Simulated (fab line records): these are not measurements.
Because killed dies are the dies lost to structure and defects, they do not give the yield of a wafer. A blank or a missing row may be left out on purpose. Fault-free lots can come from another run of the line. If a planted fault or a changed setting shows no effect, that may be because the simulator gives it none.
fab line records	flow sky130
record lots=10	wafers=30	last-day=49
route steps=708 shown VIA1@474 METAL3@534 CAPM@551
lots untouched by any fault: they come from a run of this same line in which no faults occurred
start-h: the number of hours between the record's first day and the start of the first shown wafer of the lot	wait-h: time in hours since the lot's previous step	" as in the row above	L1.1+2: several wafers, shown together as one row	- no value, or no start given	* or withheld: withheld	< > ~ a bound
route shown NAME@n: names a module that has steps shown in the file, with the first one's number in the route	usual: mean/standard deviation taken from wafers without a fault	same: alike in all rows	chamber/n: place in a boat	sites: each site's reading	_std_site: their standard deviation	_edge_site: outer sites' mean less inner sites'	radius-mm: for every site, how far away it sits from the centre of the wafer	mask NAME#n: copy n	behind: the last tool/chamber to shape the wafer	hold: the reason the lot was held/the length of the hold in hours/how it ended	device: which transistor (n, p or np) failed to switch	end of line: tests of these same wafers at the route's end	a step given without rows: its recipe and nothing more	killed: dies lost to structure and defects at the first sort, not the wafer's yield	map: a wafer's dies, marking killed ones x, the rest . and places with no die _
set.NAME: the setting that was run; set.NAME@STEP: the one run at that earlier step	model.NAME: the simulator's own value behind a step, which no gauge read
the route's steps for a sample of lots (tables are steps, rows are wafers)
services: the hour from which a tool's chamber was out of use, counted from the record's first day as start-h (under 0 if before that day), plus the number of hours and why
## steps
# step SKY_VIA1_STRIP_16
# recipe chemistry=O2/N2	power-w=1400	pressure-mtorr=1500	platen-temp-c=withheld	o2-flow-sccm=3000	n2-flow-sccm=300	overash-fraction=0.5
# usual drypump-motor-current-A=5.50/0.29	n2-flow-sccm=300.1/0.86	oes-product-au=0.416/0.0044	strip-time-to-endpoint-s=4.471/0.029
lot.wafer	tool	chamber	start-h	wait-h	drypump-motor-current-A	n2-flow-sccm	oes-product-au	rf-hours-counter-h	strip-time-to-endpoint-s
L911.2	plasma-asher-03	1	816.13	0.0	5.20	299.0	0.419	97	4.459
L911.4	"	1	"	"	5.22	300.6	0.416	-	4.444
L911.6	"	0	"	"	5.40	299.9	0.419	-	4.424
L912.1	plasma-asher-02	0	833.33	0.0	6.06	297.9	0.418	10	4.490
L912.2	"	1	"	"	5.34	301.2	0.410	10	4.514
L912.6	"	1	"	"	5.34	299.7	0.409	-	4.483
L913.2	plasma-asher-03	0	837.00	0.0	5.41	300.7	0.417	99	4.423
L913.3	"	1	"	"	5.21	301.5	0.416	-	4.461
L913.6	"	0	"	"	5.39	300.5	0.419	-	4.472
L915.2	plasma-asher-01	1	849.63	0.0	5.85	300.2	0.417	41	4.435
L915.3	"	1	"	"	5.86	300.6	0.413	-	4.511
L915.4	"	0	"	"	5.35	299.2	0.412	-	4.512
L917.1	plasma-asher-02	1	877.46	0.0	5.35	299.9	0.413	14	4.420
L917.3	"	0	"	"	6.04	300.5	0.415	-	4.458
L917.5	"	1	"	"	5.36	300.1	0.412	-	4.478
L919.1	plasma-asher-01	1	895.11	0.0	5.81	301.2	0.424	46	4.441
L919.3	"	1	"	"	5.83	301.1	0.420	-	4.467
L919.5	"	1	"	"	5.82	301.0	0.415	-	4.466
L920.2	plasma-asher-01	1	897.95	0.0	5.84	300.9	0.411	46	4.519
L920.4	"	1	"	"	5.85	300.1	0.408	-	4.489
L920.5	"	0	"	"	5.33	299.6	0.417	-	4.479
L921.2	plasma-asher-02	0	906.48	0.0	6.07	300.1	0.409	17	4.471
L921.3	"	1	"	"	5.34	299.9	0.410	-	4.515
L921.5	"	0	"	"	6.07	299.4	0.420	-	4.490
L924.2	plasma-asher-03	1	920.41	0.0	5.22	300.3	0.422	108	4.469
L924.3	"	0	"	"	5.37	299.8	0.413	-	4.455
L924.6	"	0	"	"	5.40	300.8	0.415	-	4.469
L925.3	plasma-asher-03	1	928.29	0.1	5.20	300.2	0.410	-	4.426
L925.4	"	0	"	"	5.37	301.6	0.412	-	4.487
L925.6	"	1	"	"	5.19	299.6	0.412	-	4.448
# step SKY_METAL3_SPUTTER_02
# recipe material=AlCu	target-thk-nm=735	power-w=10600	time-s=39.1	chamber-pressure-pa=0.4
# usual throttle-valve-pct=29.3/0.94
lot.wafer	tool	chamber	start-h	wait-h	throttle-valve-pct
L911.2	pvd-sputter-04	-	872.02	0.0	31.5
L911.4	"	-	"	"	31.9
L911.6	"	-	"	"	29.8
L912.1	pvd-sputter-04	-	890.18	0.0	29.8
L912.2	"	-	"	"	31.3
L912.6	"	-	"	"	29.5
L913.2	pvd-sputter-02	-	894.09	0.0	28.8
L913.3	"	-	"	"	28.4
L913.6	"	-	"	"	28.5
L915.2	pvd-sputter-04	-	905.48	0.0	30.1
L915.3	"	-	"	"	29.5
L915.4	"	-	"	"	31.5
L917.1	pvd-sputter-02	-	933.15	0.0	28.9
L917.3	"	-	"	"	28.5
L917.5	"	-	"	"	28.6
L919.1	pvd-sputter-02	-	949.24	0.0	28.7
L919.3	"	-	"	"	28.9
L919.5	"	-	"	"	28.3
L920.2	pvd-sputter-02	-	952.79	0.0	28.2
L920.4	"	-	"	"	28.5
L920.5	"	-	"	"	28.7
L921.2	pvd-sputter-03	-	960.43	0.0	29.3
L921.3	"	-	"	"	27.8
L921.5	"	-	"	"	28.1
L924.2	pvd-sputter-04	-	973.21	0.0	29.6
L924.3	"	-	"	"	29.7
L924.6	"	-	"	"	29.4
L925.3	pvd-sputter-02	-	980.93	0.0	28.8
L925.4	"	-	"	"	28.3
L925.6	"	-	"	"	29.0
# step SKY_METAL3_SPUTTER_03
# recipe material=Ti	target-thk-nm=5	power-w=3000	time-s=3.3	chamber-pressure-pa=0.4
# usual throttle-valve-pct=29.4/0.94
lot.wafer	tool	chamber	start-h	wait-h	throttle-valve-pct
L911.2	pvd-sputter-04	-	872.06	0.0	31.5
L911.4	"	-	"	"	31.5
L911.6	"	-	"	"	29.7
L912.1	pvd-sputter-04	-	890.22	0.0	29.9
L912.2	"	-	"	"	31.3
L912.6	"	-	"	"	29.7
L913.2	pvd-sputter-02	-	894.13	0.0	28.6
L913.3	"	-	"	"	27.9
L913.6	"	-	"	"	28.5
L915.2	pvd-sputter-04	-	905.52	0.0	30.0
L915.3	"	-	"	"	29.4
L915.4	"	-	"	"	31.5
L917.1	pvd-sputter-02	-	933.19	0.0	28.5
L917.3	"	-	"	"	28.7
L917.5	"	-	"	"	28.8
L919.1	pvd-sputter-02	-	949.28	0.0	28.9
L919.3	"	-	"	"	28.9
L919.5	"	-	"	"	28.5
L920.2	pvd-sputter-02	-	952.83	0.0	28.2
L920.4	"	-	"	"	28.6
L920.5	"	-	"	"	28.6
L921.2	pvd-sputter-03	-	960.47	0.0	29.2
L921.3	"	-	"	"	28.1
L921.5	"	-	"	"	28.1
L924.2	pvd-sputter-04	-	973.25	0.0	29.6
L924.3	"	-	"	"	29.8
L924.6	"	-	"	"	29.3
L925.3	pvd-sputter-02	-	980.97	0.0	28.8
L925.4	"	-	"	"	28.4
L925.6	"	-	"	"	28.7
# step SKY_CAPM_STRIP_14
# recipe chemistry=O2/N2	power-w=1400	pressure-mtorr=1500	platen-temp-c=withheld	o2-flow-sccm=3000	n2-flow-sccm=300	overash-fraction=0.5
# usual drypump-motor-current-A=5.6/0.31	n2-flow-sccm=300.0/0.87	oes-product-au=0.710/0.005	strip-time-to-endpoint-s=12.67/0.043
lot.wafer	tool	chamber	start-h	wait-h	drypump-motor-current-A	n2-flow-sccm	oes-product-au	rf-hours-counter-h	strip-time-to-endpoint-s
L911.2	plasma-asher-02	0	898.79	0.1	6.0	299.3	0.703	16	12.71
L911.4	"	0	"	"	6.1	300.7	0.702	-	12.72
L911.6	"	0	"	"	6.0	299.7	0.706	-	12.70
L912.1	plasma-asher-03	0	915.57	0.1	5.4	302.2	0.716	107	12.67
L912.2	"	1	"	"	5.2	299.2	0.708	107	12.62
L912.6	"	1	"	"	5.2	299.6	0.699	-	12.66
L913.2	plasma-asher-02	1	919.27	0.1	5.3	300.1	0.707	19	12.67
L913.3	"	0	"	"	6.0	299.0	0.712	-	12.67
L913.6	"	1	"	"	5.3	300.5	0.716	-	12.74
L915.2	plasma-asher-04	0	929.80	0.1	5.7	298.9	0.708	82	12.64
L915.3	"	1	"	"	5.8	300.0	0.697	-	12.58
L915.4	"	0	"	"	5.7	298.5	0.718	-	12.55
L917.1	plasma-asher-04	1	957.74	0.1	5.9	301.6	0.708	85	12.70
L917.3	"	0	"	"	5.7	300.6	0.709	-	12.66
L917.5	"	1	"	"	5.9	300.8	0.708	-	12.70
L919.1	plasma-asher-03	0	973.27	0.1	5.4	299.7	0.715	113	12.65
L919.3	"	1	"	"	5.2	300.0	0.708	-	12.64
L919.5	"	1	"	"	5.2	300.8	0.718	-	12.71
L920.2	plasma-asher-02	0	977.12	0.1	6.1	302.0	0.699	24	12.67
L920.4	"	1	"	"	5.3	300.0	0.708	-	12.71
L920.5	"	1	"	"	5.3	300.5	0.714	-	12.75
L921.2	plasma-asher-04	1	984.24	0.1	5.8	300.4	0.706	87	12.67
L921.3	"	1	"	"	5.8	299.3	0.717	-	12.62
L921.5	"	1	"	"	5.9	300.2	0.711	-	12.66
L924.2	plasma-asher-02	0	996.25	0.1	6.0	301.4	0.712	26	12.66
L924.3	"	0	"	"	6.1	301.3	0.717	-	12.60
L924.6	"	1	"	"	5.3	297.0	0.705	-	12.61
L925.3	plasma-asher-04	0	1004.45	0.1	5.7	299.8	0.717	-	12.71
L925.4	"	1	"	"	5.9	299.9	0.717	-	12.70
L925.6	"	0	"	"	5.7	299.5	0.708	-	12.67
# step SKY_METAL3_METAL_ETCH_18
# recipe target-depth-a=8450	stop-on=SiO2	over-etch-frac=0.3	time-s=183.1	chemistry=Cl2/BCl3	resist-sidewall-deg=88	pressure-mtorr=10	icp-w=900	bias-w=48.5	Cl2_flow_sccm=60	bcl3-flow-sccm=30
# usual drypump-motor-current-A=5.8/0.62	oes-product-au=0.868/0.0061	throttle-valve-pct=22.265/0.0082
lot.wafer	tool	chamber	start-h	wait-h	drypump-motor-current-A	oes-product-au	rf-hours-counter-h	throttle-valve-pct
L911.2	rie-metal-04	0	924.49	0.0	6.1	0.871	1	22.264
L911.4	"	0	"	"	6.1	0.862	-	22.265
L911.6	"	1	"	"	6.7	0.871	-	22.264
L912.1	rie-metal-01	0	940.97	0.0	4.9	0.864	12	22.259
L912.2	"	1	"	"	5.8	0.857	11	22.269
L912.6	"	1	"	"	5.8	0.873	-	22.257
L913.2	rie-metal-03	0	945.05	0.0	5.3	0.862	7	22.278
L913.3	"	1	"	"	5.8	0.865	-	22.272
L913.6	"	1	"	"	5.8	0.864	-	22.271
L915.2	rie-metal-01	0	955.82	0.0	4.9	0.866	13	22.261
L915.3	"	0	"	"	4.8	0.869	-	22.262
L915.4	"	1	"	"	5.7	0.870	-	22.270
L917.1	rie-metal-04	0	981.98	0.0	6.1	0.863	4	22.264
L917.3	"	1	"	"	6.8	0.868	-	22.270
L917.5	"	1	"	"	6.7	0.866	-	22.276
L919.1	rie-metal-04	0	997.06	0.0	6.1	0.866	5	22.270
L919.3	"	1	"	"	6.8	0.878	-	22.265
L919.5	"	0	"	"	6.1	0.874	-	22.260
L920.2	rie-metal-01	1	1000.41	0.0	5.7	0.866	14	22.263
L920.4	"	1	"	"	5.7	0.859	-	22.272
L920.5	"	1	"	"	5.7	0.875	-	22.273
L921.2	rie-metal-03	0	1007.98	0.1	5.3	0.870	-	22.260
L921.3	"	0	"	"	5.3	0.870	-	22.254
L921.5	"	0	"	"	5.3	0.860	-	22.267
L924.2	rie-metal-01	0	1019.90	0.0	4.9	0.864	17	22.272
L924.3	"	1	"	"	5.7	0.867	-	22.264
L924.6	"	0	"	"	4.9	0.860	-	22.259
L925.3	rie-metal-01	1	1027.37	0.1	5.7	0.878	-	22.262
L925.4	"	0	"	"	4.9	0.875	-	22.255
L925.6	"	1	"	"	5.7	0.952	-	22.265
## services
tool	chamber	start-h	hours	kind
pvd-sputter-02	-	819.89	1.1	repair
rie-metal-03	-	820.09	0.5	repair
rie-metal-01	-	852.71	0.6	repair
rie-metal-04	0	859.61	-	clean
rie-metal-04	0	859.61	17.3	scheduled-down
rie-metal-04	0	859.61	17.3	vent-cycle
rie-metal-03	1	886.46	-	clean
rie-metal-03	1	886.46	18.4	scheduled-down
rie-metal-03	1	886.46	18.4	vent-cycle
rie-metal-04	0	887.54	22.4	repair
rie-metal-01	1	891.75	7.3	repair
plasma-asher-04	-	895.76	11.9	repair
plasma-asher-01	-	913.27	14.6	pm
pvd-sputter-02	-	913.45	2.1	repair
plasma-asher-02	-	930.14	2.8	repair
pvd-sputter-04	-	931.62	4.3	repair
pvd-sputter-02	-	960.08	1.2	repair
plasma-asher-04	-	962.06	0.3	repair
pvd-sputter-03	-	969.41	24.1	repair
pvd-sputter-02	-	974.01	4.9	repair
rie-metal-03	1	993.58	17.2	repair
## key
first-sign step=SKY_METAL3_METAL_ETCH_18	reading=oes-product-au	direction=up	sigmas=14	usual=0.868	struck=0.952
effect none on later readings
met-at SKY_METAL3_SPUTTER_02
struck-lots L925
struck-wafers L925.6
not-acting-at SKY_VIA1_STRIP_16,SKY_METAL3_SPUTTER_03,SKY_CAPM_STRIP_14
onset-between 952.79 980.93
fault kind=process-parameter-drift	tool=pvd-sputter-02	chamber=-	onset-h=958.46	steps=SKY_METAL3_SPUTTER_02	channel=time-s	offset=*	shape=step	end-h=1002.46	scope=struck-wafers-only	acts-in=*	stated=*
